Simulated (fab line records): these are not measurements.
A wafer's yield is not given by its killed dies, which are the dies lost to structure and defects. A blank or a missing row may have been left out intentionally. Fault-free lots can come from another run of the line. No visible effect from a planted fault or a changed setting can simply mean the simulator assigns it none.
Split-lot experiment -- flow sfq-line -- 5 lots, 23 wafers read, on a route of 325 steps

THE SPLIT ITSELF
At SFQ_TRILAYER_I3_VIA_LITHO_COAT_090 (resist thk 62 nm), the setting spin-rpm was moved away from the recipe's 3000 rpm on 8 of the 23 wafers read, by +4.3% to +6.4%. This setting was run at the recipe's value on the other wafers.

The reading comes from the split's own step.

THE READING
BARC_of_TRILAYER_I3_VIA_LITHO_COAT_090.thk-nm (the simulator's own value, which no gauge read), in nm, at SFQ_TRILAYER_I3_VIA_LITHO_COAT_090 (resist thk 62 nm). No usual value for it is given in the file. The 15 wafers here that ran the recipe average 61.91 nm, standard deviation 0.15 nm.

wafer,"tool, chamber at the split","spin-rpm as run, rpm",against the recipe,"BARC_of_TRILAYER_I3_VIA_LITHO_COAT_090.thk-nm, nm",against lot-mates on the recipe
L078.1,"litho-track-02, 0",3000,recipe,61.92,-
L078.4,"litho-track-02, 0",3000,recipe,61.92,-
L078.3,"litho-track-02, 0",3000,recipe,61.99,-
L078.5,"litho-track-02, 0",3000,recipe,61.83,-
L078.6,"litho-track-02, 0",3000,recipe,61.89,-
L079.3,"litho-track-04, 0",3000,recipe,61.6,-
L079.4,"litho-track-04, 0",3000,recipe,61.65,-
L079.5,"litho-track-04, 0",3000,recipe,61.75,-
L081.1,"litho-track-03, 0",3130,+4.3%,60.85,-1.20
L081.3,"litho-track-03, 0",3000,recipe,61.96,-
L081.4,"litho-track-03, 0",3130,+4.3%,60.74,-1.31
L081.5,"litho-track-03, 0",3000,recipe,62.13,-
L081.6,"litho-track-03, 0",3000,recipe,62.06,-
L083.1,"litho-track-02, 0",3193,+6.4%,59.87,-2.00
L083.2,"litho-track-02, 0",3000,recipe,61.95,-
L083.3,"litho-track-02, 0",3193,+6.4%,59.93,-1.94
L083.5,"litho-track-02, 0",3193,+6.4%,59.92,-1.95
L083.6,"litho-track-02, 0",3000,recipe,61.79,-
L085.1,"litho-track-02, 0",3000,recipe,62.01,-
L085.3,"litho-track-02, 0",3000,recipe,62.13,-
L085.4,"litho-track-02, 0",3169,+5.6%,60.42,-1.65
L085.5,"litho-track-02, 0",3169,+5.6%,60.66,-1.41
L085.6,"litho-track-02, 0",3169,+5.6%,60.46,-1.61

THE FIT
A straight line over all 23 wafers: BARC_of_TRILAYER_I3_VIA_LITHO_COAT_090.thk-nm changes by -0.281 nm for each +1% of spin-rpm; r = -0.98; the points scatter about the line by 0.17 nm.
The same after taking each lot's own level away (the mean of its wafers on the recipe; 23 wafers): -0.293 nm for each +1%; r = -1.00; scatter 0.083 nm.
On that fit, the largest move of spin-rpm shifts the reading by 1.9 nm.
The lots' own levels span 61.667 to 62.070 nm, that is 2.6 times the standard deviation above.
The two slopes agree, so the slope changes little with the lot-to-lot level.
Check: for one of the wafers moved furthest among these (+6.4%), held out of the fit, the line's prediction against its lot-mates is -1.86 nm. It came out at -2 nm against them.

OTHER SPLITS ON THESE WAFERS
These wafers also went through other splits before the reading. Each is held against what the fit with the lots' levels taken away leaves over:
other split on the same wafers,wafers away from the commonest value,r with BARC_of_TRILAYER_I3_VIA_LITHO_COAT_090.thk-nm (lot level and that fit taken away)
SFQ_TRILAYER_I1_VIA_LITHO_EXPOSE_050 dose-mj,8,+0.16
SFQ_TRILAYER_I1_VIA_BARC_OPEN_VIA_ETCH_071 bias-w,7,-0.29
SFQ_TRILAYER_M2_LITHO_COAT_062 spin-rpm,5,-0.05
SFQ_TRILAYER_M2_LITHO_COAT_057 spin-rpm,12,-0.38
SFQ_TRILAYER_M3_LITHO_COAT_075 resist-thk-nm,7,-0.41

FILE'S OWN FIT
BARC_of_TRILAYER_I3_VIA_LITHO_COAT_090.thk-nm changes by -0.292 nm for each +1% of spin-rpm, r = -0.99.
